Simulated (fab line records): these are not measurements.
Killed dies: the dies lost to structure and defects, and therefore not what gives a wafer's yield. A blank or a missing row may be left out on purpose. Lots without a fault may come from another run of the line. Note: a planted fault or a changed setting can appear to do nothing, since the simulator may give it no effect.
2 desks, one fault :: flow gf180mcu :: each desk has only its own numbers; what lay behind them comes last

AT THE METROLOGY DESK
Lot by lot, what the gauges showed, no matter which tool ran the lot: averages of those sampled wafers that carry a number. Marked OUT: a lot whose mean sits more than 4 standard deviations from the usual mean, which makes it out of limits; the brackets give that distance.
Columns: A = M4_OVL at GF_M4_OVL_MEAS_15, usual -2 nm; B = V5_W_THK at GF_V5_THK_MEAS_25, usual 353 nm; C = TOP_METAL_ALCU_RS at GF_TOP_METAL_RS_MEAS_05, usual 0.0327 ohm/sq; D = TOP_METAL_ALCU_THK at GF_TOP_METAL_THK_MEAS_06, usual 930 nm
lot: L840
first seen here: day 23 07:25
A: -8
B: 364
C: 0.0334
D: 905

lot: L841
first seen here: day 23 18:23
A: 1
B: 356
C: 0.0329
D: 922

lot: L842
first seen here: day 24 03:28
A: -10
B: 362
C: 0.0326
D: 930

lot: L843
first seen here: day 24 16:58
A: 1
B: 355
C: 0.0325
D: 937

lot: L844
first seen here: day 24 23:50
A: -5
B: 356
C: 0.0327
D: 925

lot: L845
first seen here: day 25 04:28
A: 8
B: 352
C: 0.0325
D: 934

lot: L846
first seen here: day 25 13:23
A: -7
B: 346
C: 0.0327
D: 930

lot: L848
first seen here: day 26 06:46
A: -1
B: 346
C: 0.0326
D: 936

lot: L851
first seen here: day 27 08:28
A: 4
B: 351
C: 0.0326
D: 929

lot: L852
first seen here: day 27 11:46
A: -11
B: 349
C: 0.0280 (-14) OUT
D: 1172 (+27) OUT

lot: L859
first seen here: day 29 12:10
A: -2
B: 353
C: 0.0332
D: 915

lot: L862
first seen here: day 30 06:29
A: -5
B: 360
C: 0.0325
D: 939

lot: L863
first seen here: day 30 13:46
A: -0
B: 353
C: 0.0327
D: 927
Per this desk, out of limits: L852; the first was L852, day 30 22:33 (TOP_METAL_ALCU_RS at GF_TOP_METAL_RS_MEAS_05). L840, L841, L842, L843, L844, L845, L846, L848, L851, L859, L862, L863: within limits.

FOR THE TOOL OWNER'S DESK: pvd_sputter-03
The tool's own readings at GF_TOP_METAL_SPUTTER_02 (material AlCu, target thk 900 nm, time 47.82 s): means of the sampled wafers that have a number, for each lot that ran on this tool. Marked OUT: a lot whose mean sits more than 4 standard deviations from the usual mean, which makes it out of limits; the brackets give that distance.
Columns: A = cathode_dc_power_W at GF_TOP_METAL_SPUTTER_02, usual 10600 W; B = throttle_valve_pct at GF_TOP_METAL_SPUTTER_02, usual 29.8 %
lot: L843
first seen here: day 28 10:10
A: 10599
B: 29.3

lot: L845
first seen here: day 28 20:04
A: 10598
B: 29.1

lot: L846
first seen here: day 29 04:01
A: 10600
B: 29.3

lot: L851
first seen here: day 30 19:34
A: 10599
B: 29.6

lot: L852
first seen here: day 30 22:28
A: 10601
B: 29.4
This desk's finding: nothing out of limits on any of the 5 lots.

ALL TOGETHER
Metrology desk: alarm possible at day 30 22:33 on L852.
Nothing out of limits was seen by the tool owner's desk.
On record at the tool owner's desk: L852, within its limits.
The lots listed all ran GF_TOP_METAL_SPUTTER_02 on pvd_sputter-03.

WHAT THE SIMULATOR HAD PUT IN
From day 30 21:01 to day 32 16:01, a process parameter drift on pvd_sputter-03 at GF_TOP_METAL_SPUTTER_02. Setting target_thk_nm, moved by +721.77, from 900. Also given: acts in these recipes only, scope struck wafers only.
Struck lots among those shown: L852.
Per desk, hours elapsed from the start of the fault to the first reading out of limits: for the metrology desk, 2.
